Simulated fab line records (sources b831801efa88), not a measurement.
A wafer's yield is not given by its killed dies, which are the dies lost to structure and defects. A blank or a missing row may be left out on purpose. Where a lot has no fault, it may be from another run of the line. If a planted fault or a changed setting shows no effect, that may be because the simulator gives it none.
A struck lot beside a sound one / flow sky130 / 15 steps out of a route of 708
Sound: these wafers, L983.1, L983.4, L983.5. Wafers L996.3, L996.6 were the ones struck. The cause is given at the end.
For every step that has rows: the tool of each side, followed by ch and its chambers, followed by its first start. Under that, the readings that differ: sound wafers / struck wafers / difference of the means / sigmas: that difference in standard deviations of wafers without a fault.
alike: readings with means less than 2 such deviations apart, plus words and numbers identical on both sides. not compared: withheld readings, readings lacking a value on some wafer, bounds such as >300 that could conceal the same value, and numbers that have no deviation in the record and whose values overlap.
A row with sigmas, a row that says differs or no value, or rows on one side alone: a step with any of these is where the two part. Numbers that have no deviation but don't overlap get no sigmas and don't part them. A reading missing from all wafers of one side parts the sides only when that side holds two or more wafers.

SKY_VIA2_CMP_02: polishes SiO2.
  sound on cmp-01 ch 0,2,3, day 38 07:26; struck on cmp-02 ch 1, day 42 01:26
  alike: motor_current_A, retaining_ring_pressure_frac
SKY_VIA2_BOW_MEAS_03:
  struck on film_metro-04, day 42 01:47; sound on film_metro-04, day 38 07:44
  alike: VIA2_BOW
then, 8 steps without rows for these wafers: SKY_VIA2_DEHYDRATE_04 (time 60 s); SKY_VIA2_HMDS_05 (prime time 60 s); SKY_VIA2_COAT_06 (resist thk 60 nm); SKY_VIA2_COAT_07 (resist thk 450 nm); SKY_VIA2_SOFTBAKE_08 (time 90 s); SKY_VIA2_EXPOSE_09 (exposes mask VIM2, target cd 200 nm); SKY_VIA2_PEB_10; SKY_VIA2_DEVELOP_11 (develop time 60 s).
SKY_VIA2_CD_MEAS_12: the cd target is 200 nm.
  struck on cd_sem-02, day 43 00:58; sound on cd_sem-01, day 39 08:58
  alike: cd_nm
SKY_VIA2_OVL_MEAS_13:
  struck on overlay-01, day 43 01:04; sound on overlay-01, day 39 09:05
  alike: VIA2_OVL
SKY_VIA2_ETCH_14: etches BARC in N2/H2, stops on SiO2, time 45.9 s, target depth 60 nm.
  sound on rie_diel-03 ch 0,2, day 39 09:08; struck on rie_diel-03 ch 2,3, day 43 01:05
reading=oes_product_au (a.u.); sound=0.852 0.851 0.857; struck=0.925 0.925; difference=+0.072; sigmas=+16
reading=run_length_s (s); sound=73.8 74.8 74.8; struck=70.6 69.8; difference=-4.3; sigmas=-9
reading=model.KrF-thick_of_VIA2_COAT_07.thk_nm (nm); sound=391 392.8 392.6; struck=395.5 397; difference=+4.1; sigmas=
  alike: drypump_motor_current_A, throttle_valve_pct
  not compared: rf_hours_counter_h
SKY_VIA2_ETCH_15: etches SiO2 in C4F8/O2/Ar, stops on TiN, target depth 546 nm, time 84 s.
  sound on rie_diel-03 ch 0,2, day 39 09:10; struck on rie_diel-03 ch 2,3, day 43 01:08
reading=model.KrF-thick_of_VIA2_COAT_07.thk_nm (nm); sound=279.9 283.6 282.9; struck=288 288.3; difference=+6; sigmas=
  alike: oes_product_au, run_length_s
  not compared: rf_hours_counter_h
SKY_VIA2_STRIP_16: strips in O2/N2.
  sound on plasma_asher-01 ch 0,1, day 39 09:14; struck on plasma_asher-02 ch 1, day 43 01:14
reading=strip_time_to_endpoint_s (s); sound=4.012 4.038 4.035; struck=4.111 4.095; difference=+0.075; sigmas=+3
  alike: drypump_motor_current_A, oes_product_au
  not compared: rf_hours_counter_h

WHERE THEY PART
First at SKY_VIA2_ETCH_14; last, within this record, at SKY_VIA2_STRIP_16.

WHY: whatever the simulator had introduced
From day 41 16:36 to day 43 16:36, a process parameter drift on rie_diel-03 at SKY_VIA2_ETCH_14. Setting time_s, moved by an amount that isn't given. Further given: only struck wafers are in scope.
